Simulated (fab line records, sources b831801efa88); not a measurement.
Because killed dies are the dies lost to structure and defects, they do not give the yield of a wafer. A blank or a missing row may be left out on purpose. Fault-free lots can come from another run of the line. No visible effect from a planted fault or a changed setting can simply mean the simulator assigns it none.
Which of the tools did it? | flow sky130 | Sampling: 12 lots, 36 wafers, 5 of 708 route steps

== WHAT THE GAUGES READ, wafer by wafer ==
SKY_VIA1_THK_MEAS_23: measures by xrf.
lot  | measured     | on            | VIA1_W_THK (nm)
L231 | day 34 01:44 | film metro-04 | 291 284 285
L232 | day 34 07:53 | film metro-04 | 277 272 275
L234 | day 35 02:10 | film metro-02 | 283 288 277
L235 | day 35 17:43 | film metro-02 | 279 280 281
L236 | day 36 00:22 | film metro-03 | 274 273 273
L238 | day 36 06:23 | film metro-04 | 275 277 275
L242 | day 37 19:19 | film metro-03 | 280 279 280
L243 | day 38 04:08 | film metro-02 | 266 270 268
L245 | day 38 10:59 | film metro-02 | 277 280 279
L248 | day 39 02:49 | film metro-02 | 288 280 284
L250 | day 39 23:25 | film metro-03 | 275 277 277
L254 | day 40 23:05 | film metro-04 | 280 282 282

SKY_PASSIVATION_THK_MEAS_03.
lot  | measured     | on            | PASSIVATION_CVD_02_THK (nm)
L231 | day 43 22:29 | film metro-02 | 542 542 527
L232 | day 44 02:57 | film metro-04 | 539 546 550
L234 | day 44 18:35 | film metro-02 | 533 548 527
L235 | day 45 07:03 | film metro-02 | 533 527 546
L236 | day 45 12:46 | film metro-03 | 535 534 550
L238 | day 45 17:52 | film metro-03 | 530 540 551
L242 | day 47 00:01 | film metro-02 | 598 612 605
L243 | day 47 07:32 | film metro-02 | 596 600 602
L245 | day 47 12:10 | film metro-04 | 534 534 541
L248 | day 48 01:35 | film metro-02 | 534 554 538
L250 | day 48 15:17 | film metro-04 | 545 552 548
L254 | day 49 09:58 | film metro-04 | 535 537 542

== WHAT TOOL EACH LOT RAN ON (gives the tool, then ch and the chambers of the sampled wafers, and finally the start) ==
lot  | SKY_VIA1_SPUTTER_20          | SKY_VIA2_SPUTTER_20          | SKY_PASSIVATION_CVD_02
L231 | pvd sputter-03, day 34 01:27 | pvd sputter-02, day 36 09:36 | pecvd-04 ch 0,1,2, day 43 22:16
L232 | pvd sputter-03, day 34 07:37 | pvd sputter-04, day 36 15:27 | pecvd-01 ch 0,1, day 44 02:44
L234 | pvd sputter-03, day 35 01:53 | pvd sputter-01, day 37 09:11 | pecvd-04 ch 0,2, day 44 18:12
L235 | pvd sputter-02, day 35 17:26 | pvd sputter-01, day 38 00:14 | pecvd-03 ch 0,1, day 45 06:49
L236 | pvd sputter-03, day 36 00:04 | pvd sputter-04, day 38 06:02 | pecvd-03 ch 1,2, day 45 12:32
L238 | pvd sputter-03, day 36 06:06 | pvd sputter-02, day 38 12:49 | pecvd-01 ch 0,1, day 45 17:31
L242 | pvd sputter-02, day 37 19:02 | pvd sputter-02, day 39 23:54 | pecvd-01 ch 0,1, day 46 23:48
L243 | pvd sputter-03, day 38 03:51 | pvd sputter-04, day 40 09:05 | pecvd-01 ch 0,1, day 47 07:18
L245 | pvd sputter-03, day 38 10:43 | pvd sputter-04, day 40 14:59 | pecvd-04 ch 1, day 47 11:50
L248 | pvd sputter-02, day 39 02:31 | pvd sputter-02, day 41 06:23 | pecvd-03 ch 0,1,2, day 48 01:21
L250 | pvd sputter-02, day 39 23:07 | pvd sputter-04, day 42 02:11 | pecvd-03 ch 0,1, day 48 15:02
L254 | pvd sputter-02, day 40 22:48 | pvd sputter-02, day 43 00:31 | pecvd-04 ch 1,2, day 49 09:37
- SKY_VIA1_SPUTTER_20: material TiN, target thk 20 nm, time 80 s.
- SKY_VIA2_SPUTTER_20: material TiN, target thk 20 nm, time 80 s.
- SKY_PASSIVATION_CVD_02: deposits Si3N4, target thk 540 nm.

== WHAT THE TOOLS THEMSELVES READ (means of the sampled wafers that have a number; where no wafer has one, the mark that the record gives instead) ==
SKY_VIA1_SPUTTER_20.
lot  | tool           | throttle valve pct (%)
L231 | pvd sputter-03 | 30.0
L232 | pvd sputter-03 | 30.0
L234 | pvd sputter-03 | 29.8
L235 | pvd sputter-02 | 29.7
L236 | pvd sputter-03 | 30.1
L238 | pvd sputter-03 | 29.9
L242 | pvd sputter-02 | 29.2
L243 | pvd sputter-03 | 29.9
L245 | pvd sputter-03 | 29.6
L248 | pvd sputter-02 | 29.3
L250 | pvd sputter-02 | 29.0
L254 | pvd sputter-02 | 29.2

SKY_VIA2_SPUTTER_20.
lot  | tool           | throttle valve pct (%)
L231 | pvd sputter-02 | 29.2
L232 | pvd sputter-04 | 31.2
L234 | pvd sputter-01 | 30.0
L235 | pvd sputter-01 | 28.8
L236 | pvd sputter-04 | 30.6
L238 | pvd sputter-02 | 29.3
L242 | pvd sputter-02 | 29.3
L243 | pvd sputter-04 | 30.7
L245 | pvd sputter-04 | 30.8
L248 | pvd sputter-02 | 29.5
L250 | pvd sputter-04 | 31.2
L254 | pvd sputter-02 | 29.3

SKY_PASSIVATION_CVD_02.
lot  | tool     | heater power w (W) | rf fwd power W (W)
L231 | pecvd-04 | 681                | 449.2
L232 | pecvd-01 | 657                | 448.3
L234 | pecvd-04 | 715                | 448.4
L235 | pecvd-03 | 586                | 450.1
L236 | pecvd-03 | 619                | 449.0
L238 | pecvd-01 | 619                | 449.4
L242 | pecvd-01 | 601                | 629.0
L243 | pecvd-01 | 490                | 629.4
L245 | pecvd-04 | 552                | 449.7
L248 | pecvd-03 | 684                | 448.8
L250 | pecvd-03 | 655                | 449.0
L254 | pecvd-04 | 660                | 449.8

== THE ANSWER, worked out from the rows above alone ==
Rule: what is usual is taken from the lots themselves. Put in order of their means at a reading, lots are off if they are a third of the lots or fewer, leave a main group of 4 or more, and stand apart from it by a gap of 3 or more times the standard deviation of the main group's means; of several such gaps the widest counts. A main group whose means are all the same, to the digits that the tables above print for the reading, isn't used. Also off: a lot with no number at a reading for which 4 or more lots have one. Where the step has rows for the other lots, those lots are counted as sound. Order of review: gauges by route order, followed by the tools' own readings, for which a lot's mean as printed above is used. At the first step where some lot is off, the reading lying furthest off is the one used; lots without a number count as furthest.
Off: L242, L243, at SKY_PASSIVATION_THK_MEAS_03 (PASSIVATION_CVD_02_THK). The main group: mean 540 nm, standard deviation 4.
If a tool, at a process step before that reading, ran all the lots that are off and no sound lot after the first of them, it fits. The gauges at SKY_PASSIVATION_THK_MEAS_03 aren't tried: what is off there is off at SKY_PASSIVATION_CVD_02 too, on other tools, and a gauge's error can't cause that. One fits: SKY_PASSIVATION_CVD_02 on pecvd-01. Its last sound lot is L238 (day 45 17:31), its first lot that is off L242 (day 46 23:48): a fault that began between those two fits.
The tool's own readings at SKY_PASSIVATION_CVD_02 bear it out: on the lots that are off they differ by more than 5 times the standard deviation of the sound lots' means. rf fwd power W reads 629.2 W there against 449.2 W on the sound lots.

== WHAT THE SIMULATOR PUT IN ==
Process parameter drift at SKY_PASSIVATION_CVD_02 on pecvd-01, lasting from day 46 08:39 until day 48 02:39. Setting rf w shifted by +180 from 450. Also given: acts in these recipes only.
Shown lots that were struck: L242, L243. The same result came from the rule above.
